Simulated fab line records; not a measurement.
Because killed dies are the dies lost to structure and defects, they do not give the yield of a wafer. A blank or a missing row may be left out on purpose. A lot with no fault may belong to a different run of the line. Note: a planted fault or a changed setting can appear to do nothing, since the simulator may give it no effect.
The tool behind it: which one? + flow sky130 + 72 wafers from 24 lots sampled at 6 of the route's 708 steps

== WHAT THE GAUGES SHOWED, per wafer ==
SKY_SONOS_ONO_OVL_MEAS_14.
| lot  | measured     | on         | SONOS_ONO_OVL (nm) |
|------|--------------|------------|--------------------|
| L074 | day 12 13:54 | overlay-01 | 0.4 1.8 2.0        |
| L075 | day 12 22:17 | overlay-01 | -2.1 -1.8 -1.4     |
| L076 | day 13 04:50 | overlay-01 | 0.8 -0.3 2.4       |
| L077 | day 13 14:59 | overlay-01 | -0.4 -1.2 1.3      |
| L078 | day 13 23:36 | overlay-02 | 0.6 0.0 -1.2       |
| L079 | day 14 06:44 | overlay-02 | 0.6 -1.5 -1.2      |
| L080 | day 14 19:39 | overlay-01 | 0.1 0.1 0.2        |
| L081 | day 15 00:30 | overlay-02 | 0.7 1.5 0.9        |
| L082 | day 15 13:07 | overlay-02 | -0.4 -0.9 1.3      |
| L083 | day 15 18:56 | overlay-02 | 0.9 1.7 3.4        |
| L084 | day 15 23:59 | overlay-01 | -1.2 0.9 -1.0      |
| L085 | day 16 12:56 | overlay-02 | -0.2 -0.6 -0.8     |
| L086 | day 16 19:36 | overlay-01 | -1.1 1.0 0.1       |
| L087 | day 17 06:28 | overlay-02 | 0.0 0.2 -1.6       |
| L088 | day 17 17:43 | overlay-01 | 1.3 1.4 0.4        |
| L089 | day 17 18:59 | overlay-02 | -1.8 -1.6 -2.3     |
| L090 | day 18 03:54 | overlay-01 | 1.2 1.3 -1.2       |
| L091 | day 18 09:45 | overlay-02 | 1.4 0.1 1.8        |
| L092 | day 18 15:23 | overlay-01 | -1.6 -0.7 -0.6     |
| L093 | day 19 04:39 | overlay-01 | -2.2 -1.8 -2.1     |
| L094 | day 19 11:30 | overlay-02 | 1.4 -0.4 -1.7      |
| L095 | day 19 22:14 | overlay-02 | -0.4 -1.4 -0.5     |
| L096 | day 20 02:27 | overlay-02 | -0.5 0.1 -0.2      |
| L097 | day 20 10:35 | overlay-02 | 2.8 2.3 0.6        |

SKY_SPACER_THK_MEAS_01.
| lot  | measured     | on            | SPACER_CVD_00_THK (nm) |
|------|--------------|---------------|------------------------|
| L074 | day 22 18:59 | film-metro-03 | 42.5 42.5 42.6         |
| L075 | day 23 06:05 | film-metro-04 | 42.5 42.7 42.3         |
| L076 | day 23 10:22 | film-metro-03 | 42.8 43.1 42.8         |
| L077 | day 24 00:48 | film-metro-04 | 43.5 43.1 43.4         |
| L078 | day 24 11:01 | film-metro-02 | 42.6 42.8 42.3         |
| L079 | day 24 14:58 | film-metro-04 | 42.9 43.0 43.2         |
| L080 | day 25 08:04 | film-metro-03 | 42.7 42.8 42.7         |
| L081 | day 25 14:42 | film-metro-04 | 43.0 42.7 42.6         |
| L082 | day 25 23:04 | film-metro-04 | 43.5 43.4 42.9         |
| L083 | day 26 06:40 | film-metro-02 | 42.3 42.7 42.5         |
| L084 | day 26 15:06 | film-metro-02 | 42.5 42.5 42.2         |
| L085 | day 27 00:17 | film-metro-02 | 43.1 43.7 43.3         |
| L086 | day 27 09:50 | film-metro-03 | 42.9 43.2 42.7         |
| L087 | day 27 23:18 | film-metro-02 | 43.3 43.8 43.8         |
| L088 | day 28 08:35 | film-metro-03 | 42.9 43.0 43.1         |
| L089 | day 28 05:59 | film-metro-03 | 43.3 43.4 43.6         |
| L090 | day 29 02:58 | film-metro-04 | 43.4 43.1 43.6         |
| L091 | day 29 01:45 | film-metro-04 | 43.1 43.1 42.8         |
| L092 | day 29 02:58 | film-metro-03 | 43.1 42.9 43.0         |
| L093 | day 29 11:45 | film-metro-02 | 43.5 43.1 43.2         |
| L094 | day 29 17:17 | film-metro-02 | 42.9 42.6 43.2         |
| L095 | day 30 05:42 | film-metro-02 | 43.5 43.6 43.4         |
| L096 | day 30 10:23 | film-metro-02 | 43.3 43.1 43.3         |
| L097 | day 30 17:55 | film-metro-03 | 42.7 42.9 42.7         |

SKY_SD_N_OVL_MEAS_08.
| lot  | measured     | on         | SD_N_OVL (nm)  |
|------|--------------|------------|----------------|
| L074 | day 27 16:59 | overlay-01 | -0.1 0.1 3.1   |
| L075 | day 28 02:50 | overlay-01 | -1.1 -1.2 0.6  |
| L076 | day 28 07:07 | overlay-02 | -0.7 -0.9 -0.4 |
| L077 | day 28 20:51 | overlay-01 | -1.6 -2.3 -2.6 |
| L078 | day 29 06:20 | overlay-01 | -1.7 0.5 1.0   |
| L079 | day 29 08:41 | overlay-02 | 1.9 0.6 1.4    |
| L080 | day 30 01:24 | overlay-01 | 2.1 0.2 1.9    |
| L081 | day 30 09:38 | overlay-01 | 2.5 0.2 -0.6   |
| L082 | day 30 15:31 | overlay-02 | 1.0 0.7 0.7    |
| L083 | day 30 23:41 | overlay-01 | -1.0 -1.3 -1.5 |
| L084 | day 31 07:33 | overlay-02 | -2.8 -1.5 -1.7 |
| L085 | day 31 16:42 | overlay-01 | -0.3 -0.7 -0.3 |
| L086 | day 32 01:45 | overlay-02 | -0.8 -1.1 0.3  |
| L087 | day 32 15:21 | overlay-01 | -2.8 -2.5 -2.9 |
| L088 | day 32 22:25 | overlay-02 | 1.1 -1.4 -1.5  |
| L089 | day 32 20:41 | overlay-01 | -3.2 -1.7 -2.1 |
| L090 | day 33 18:38 | overlay-01 | -1.3 -3.6 -0.9 |
| L091 | day 33 15:50 | overlay-01 | -0.7 0.2 -0.5  |
| L092 | day 33 18:02 | overlay-02 | 1.1 -1.8 0.7   |
| L093 | day 34 01:00 | overlay-01 | 2.3 -0.1 -0.8  |
| L094 | day 34 08:23 | overlay-02 | 0.0 1.5 0.2    |
| L095 | day 34 18:24 | overlay-01 | 1.2 -0.5 -1.0  |
| L096 | day 34 21:12 | overlay-01 | -0.4 -2.1 0.5  |
| L097 | day 35 05:32 | overlay-02 | 0.7 2.0 2.1    |

== TOOL THAT RAN EACH LOT (tool first, then ch and the chambers of the sampled wafers, then the start) ==
| lot  | SKY_NWELL_RTA_28                 | SKY_POLY_CUT_ETCH_11               | SKY_SD_P_STRIP_10                    |
|------|----------------------------------|------------------------------------|--------------------------------------|
| L074 | rtp-anneal-01 ch 0, day 5 03:32  | rie-diel-03 ch 0,2,3, day 24 01:22 | plasma-asher-03 ch 0,1, day 25 07:35 |
| L075 | rtp-anneal-01 ch 0, day 5 12:28  | rie-diel-03 ch 2,3, day 24 12:40   | plasma-asher-02 ch 0,1, day 25 17:32 |
| L076 | rtp-anneal-02 ch 0, day 5 17:58  | rie-diel-02 ch 0,2,3, day 24 16:34 | plasma-asher-03 ch 0,1, day 25 21:13 |
| L077 | rtp-anneal-01 ch 0, day 6 00:26  | rie-diel-02 ch 0,1,2, day 25 07:10 | plasma-asher-02 ch 0,1, day 26 12:46 |
| L078 | rtp-anneal-01 ch 0, day 6 07:05  | rie-diel-02 ch 1,3, day 25 16:19   | plasma-asher-03 ch 0,1, day 26 21:17 |
| L079 | rtp-anneal-02 ch 0, day 6 10:58  | rie-diel-03 ch 2,3, day 25 19:46   | plasma-asher-02 ch 0,1, day 27 00:55 |
| L080 | rtp-anneal-02 ch 0, day 6 20:49  | rie-diel-03 ch 1,2, day 26 13:34   | plasma-asher-01 ch 0,1, day 27 17:47 |
| L081 | rtp-anneal-01 ch 0, day 6 23:23  | rie-diel-03 ch 0,2,3, day 26 20:01 | plasma-asher-01 ch 0,1, day 28 00:58 |
| L082 | rtp-anneal-02 ch 0, day 7 10:28  | rie-diel-02 ch 1,2, day 27 03:46   | plasma-asher-03 ch 0,1, day 28 08:18 |
| L083 | rtp-anneal-02 ch 0, day 7 16:16  | rie-diel-02 ch 1,2,3, day 27 11:20 | plasma-asher-01 ch 0,1, day 28 15:26 |
| L084 | rtp-anneal-01 ch 0, day 7 19:00  | rie-diel-02 ch 0,1,2, day 27 19:55 | plasma-asher-01 ch 0,1, day 29 00:02 |
| L085 | rtp-anneal-02 ch 0, day 8 03:44  | rie-diel-03 ch 0,2, day 28 04:37   | plasma-asher-01 ch 0,1, day 29 08:21 |
| L086 | rtp-anneal-01 ch 0, day 8 07:04  | rie-diel-02 ch 0,1,3, day 28 14:16 | plasma-asher-03 ch 0,1, day 29 18:20 |
| L087 | rtp-anneal-02 ch 0, day 8 17:04  | rie-diel-02 ch 0,1,3, day 29 03:47 | plasma-asher-03 ch 0,1, day 30 08:18 |
| L088 | rtp-anneal-02 ch 0, day 9 01:10  | rie-diel-03 ch 1,2, day 29 12:01   | plasma-asher-02 ch 0,1, day 30 16:10 |
| L089 | rtp-anneal-01 ch 0, day 9 02:23  | rie-diel-02 ch 0,2,3, day 29 09:58 | plasma-asher-01 ch 0,1, day 30 13:54 |
| L090 | rtp-anneal-01 ch 0, day 9 10:02  | rie-diel-02 ch 1,2,3, day 30 07:16 | plasma-asher-03 ch 0,1, day 31 11:04 |
| L091 | rtp-anneal-02 ch 0, day 9 13:38  | rie-diel-02 ch 0,1, day 30 06:04   | plasma-asher-01 ch 0,1, day 31 10:14 |
| L092 | rtp-anneal-01 ch 0, day 9 18:19  | rie-diel-01 ch 0,1, day 30 06:55   | plasma-asher-02 ch 0,1, day 31 10:46 |
| L093 | rtp-anneal-02 ch 0, day 10 03:33 | rie-diel-02 ch 0,1, day 30 15:55   | plasma-asher-03 ch 0,1, day 31 19:43 |
| L094 | rtp-anneal-02 ch 0, day 10 10:29 | rie-diel-03 ch 0,1,2, day 30 23:10 | plasma-asher-03 ch 0,1, day 32 02:56 |
| L095 | rtp-anneal-01 ch 0, day 10 15:55 | rie-diel-02 ch 0,1, day 31 09:40   | plasma-asher-02 ch 0,1, day 32 13:02 |
| L096 | rtp-anneal-01 ch 0, day 10 20:39 | rie-diel-01 ch 0,1,2, day 31 13:19 | plasma-asher-01 ch 0,1, day 32 16:11 |
| L097 | rtp-anneal-02 ch 0, day 11 02:52 | rie-diel-03 ch 0,1,2, day 31 20:49 | plasma-asher-01 ch 0,1, day 33 00:20 |
- SKY_NWELL_RTA_28: time 30 s.
- SKY_POLY_CUT_ETCH_11: etches Si3N4 in CF4/CH2F2/Ar, stops on poly-Si, time 42.5 s, target depth 60 nm.
- SKY_SD_P_STRIP_10: strips in O2/N2.

== AS READ BY THE TOOLS THEMSELVES (means over the sampled wafers that have a number; for cases with no such wafer, the mark the record gives instead) ==
SKY_NWELL_RTA_28.
| lot  | tool          | lamp-power-pct (%) | wafer_temp_C_max |
|------|---------------|--------------------|------------------|
| L074 | rtp-anneal-01 | 25.29              | 1055.0           |
| L075 | rtp-anneal-01 | 25.32              | 1054.8           |
| L076 | rtp-anneal-02 | 25.30              | 1054.6           |
| L077 | rtp-anneal-01 | 25.33              | 1054.8           |
| L078 | rtp-anneal-01 | 25.33              | 1055.2           |
| L079 | rtp-anneal-02 | 25.31              | 1054.6           |
| L080 | rtp-anneal-02 | 25.31              | 1054.5           |
| L081 | rtp-anneal-01 | 25.24              | 1054.3           |
| L082 | rtp-anneal-02 | 25.25              | 1054.5           |
| L083 | rtp-anneal-02 | 25.29              | 1054.7           |
| L084 | rtp-anneal-01 | 25.27              | 1055.0           |
| L085 | rtp-anneal-02 | 25.35              | 1054.2           |
| L086 | rtp-anneal-01 | 25.27              | 1054.6           |
| L087 | rtp-anneal-02 | 25.34              | 1055.1           |
| L088 | rtp-anneal-02 | 25.30              | 1054.7           |
| L089 | rtp-anneal-01 | 25.27              | 1055.2           |
| L090 | rtp-anneal-01 | 25.32              | 1055.4           |
| L091 | rtp-anneal-02 | 25.28              | 1055.3           |
| L092 | rtp-anneal-01 | 25.29              | 1056.7           |
| L093 | rtp-anneal-02 | 25.28              | 1054.7           |
| L094 | rtp-anneal-02 | 25.27              | 1054.1           |
| L095 | rtp-anneal-01 | 25.32              | 1055.7           |
| L096 | rtp-anneal-01 | 25.27              | 1054.7           |
| L097 | rtp-anneal-02 | 25.32              | 1054.3           |

SKY_POLY_CUT_ETCH_11.
| lot  | tool        | cf4-flow-sccm (sccm) | drypump-motor-current-A (A) | oes-product-au (a.u.) | throttle-valve-pct (%) |
|------|-------------|----------------------|-----------------------------|-----------------------|------------------------|
| L074 | rie-diel-03 | 39.97                | 5.1                         | 0.822                 | 14.993                 |
| L075 | rie-diel-03 | 40.08                | 5.1                         | 0.830                 | 14.990                 |
| L076 | rie-diel-02 | 39.99                | 5.6                         | 0.818                 | 14.991                 |
| L077 | rie-diel-02 | 39.92                | 6.0                         | 0.826                 | 14.997                 |
| L078 | rie-diel-02 | 40.04                | 5.7                         | 0.820                 | 14.993                 |
| L079 | rie-diel-03 | 40.10                | 5.1                         | 0.828                 | 14.989                 |
| L080 | rie-diel-03 | 40.08                | 5.0                         | 0.835                 | 15.003                 |
| L081 | rie-diel-03 | 40.03                | 5.1                         | 0.833                 | 15.002                 |
| L082 | rie-diel-02 | 40.11                | 6.2                         | 0.823                 | 14.985                 |
| L083 | rie-diel-02 | 40.08                | 5.8                         | 0.827                 | 15.003                 |
| L084 | rie-diel-02 | 39.92                | 5.9                         | 0.828                 | 15.009                 |
| L085 | rie-diel-03 | 39.89                | 5.0                         | 0.833                 | 15.002                 |
| L086 | rie-diel-02 | 40.00                | 5.5                         | 0.825                 | 14.996                 |
| L087 | rie-diel-02 | 40.02                | 5.5                         | 0.838                 | 14.999                 |
| L088 | rie-diel-03 | 39.94                | 4.9                         | 0.822                 | 14.990                 |
| L089 | rie-diel-02 | 40.07                | 5.6                         | 0.828                 | 14.994                 |
| L090 | rie-diel-02 | 39.99                | 5.8                         | 0.817                 | 14.997                 |
| L091 | rie-diel-02 | 39.96                | 5.8                         | 0.823                 | 14.998                 |
| L092 | rie-diel-01 | 39.92                | 5.9                         | 0.840                 | 14.987                 |
| L093 | rie-diel-02 | 40.11                | 5.7                         | 0.829                 | 14.993                 |
| L094 | rie-diel-03 | 40.12                | 5.0                         | 0.831                 | 15.006                 |
| L095 | rie-diel-02 | 39.97                | 5.7                         | 0.823                 | 14.999                 |
| L096 | rie-diel-01 | 40.01                | 5.6                         | 0.830                 | 14.990                 |
| L097 | rie-diel-03 | 40.08                | 5.0                         | 0.809                 | 14.983                 |

SKY_SD_P_STRIP_10.
| lot  | tool            | drypump-motor-current-A (A) | n2-flow-sccm (sccm) | oes-product-au (a.u.) | strip-time-to-endpoint-s (s) |
|------|-----------------|-----------------------------|---------------------|-----------------------|------------------------------|
| L074 | plasma-asher-03 | 6.23                        | 299.1               | 0.616                 | 17.53                        |
| L075 | plasma-asher-02 | 6.29                        | 300.3               | 0.616                 | 17.54                        |
| L076 | plasma-asher-03 | 6.22                        | 299.6               | 0.621                 | 17.56                        |
| L077 | plasma-asher-02 | 6.28                        | 300.2               | 0.619                 | 17.54                        |
| L078 | plasma-asher-03 | 6.22                        | 298.9               | 0.620                 | 17.53                        |
| L079 | plasma-asher-02 | 6.27                        | 299.5               | 0.618                 | 17.44                        |
| L080 | plasma-asher-01 | 6.16                        | 300.0               | 0.619                 | 17.54                        |
| L081 | plasma-asher-01 | 6.16                        | 300.3               | 0.623                 | 17.52                        |
| L082 | plasma-asher-03 | 6.24                        | 299.5               | 0.616                 | 17.53                        |
| L083 | plasma-asher-01 | 6.27                        | 299.8               | 0.612                 | 17.46                        |
| L084 | plasma-asher-01 | 6.14                        | 300.1               | 0.620                 | 17.47                        |
| L085 | plasma-asher-01 | 6.16                        | 300.3               | 0.617                 | 17.53                        |
| L086 | plasma-asher-03 | 6.22                        | 299.9               | 0.611                 | 17.58                        |
| L087 | plasma-asher-03 | 6.22                        | 300.3               | 0.622                 | 17.45                        |
| L088 | plasma-asher-02 | 6.29                        | 298.9               | 0.617                 | 17.54                        |
| L089 | plasma-asher-01 | 6.26                        | 299.8               | 0.616                 | 17.58                        |
| L090 | plasma-asher-03 | 6.24                        | 299.7               | 0.618                 | 17.46                        |
| L091 | plasma-asher-01 | 6.26                        | 299.4               | 0.618                 | 17.47                        |
| L092 | plasma-asher-02 | 6.27                        | 300.0               | 0.619                 | 17.58                        |
| L093 | plasma-asher-03 | 6.25                        | 298.3               | 0.621                 | 17.52                        |
| L094 | plasma-asher-03 | 6.26                        | 299.8               | 0.619                 | 17.54                        |
| L095 | plasma-asher-02 | 6.26                        | 300.5               | 0.618                 | 17.55                        |
| L096 | plasma-asher-01 | 6.25                        | 299.8               | 0.621                 | 17.55                        |
| L097 | plasma-asher-01 | 6.28                        | 300.4               | 0.621                 | 17.51                        |

== THE ANSWER, worked out from the rows above alone ==
Rule: what is usual is taken from the lots themselves. Put in order of their means at a reading, lots are off if they are a third of the lots or fewer, leave a main group of 4 or more, and stand apart from it by a gap of 3 or more times the standard deviation of the main group's means; of several such gaps the widest counts. The tables above print the reading to a certain number of digits; a main group whose means all agree to those digits is not used. A lot without any number at a reading at which 4 lots or more have one is off too. All remaining lots with rows at the step are treated as sound. First the gauges in route order, then the tools' own readings, where a lot's mean is used as printed above. At the first step where some lot is off, the reading lying furthest off is the one used; lots without a number count as furthest.
No lot is off at any reading shown: from this, nothing can be told.

== WHAT THE SIMULATOR HAD INSERTED ==
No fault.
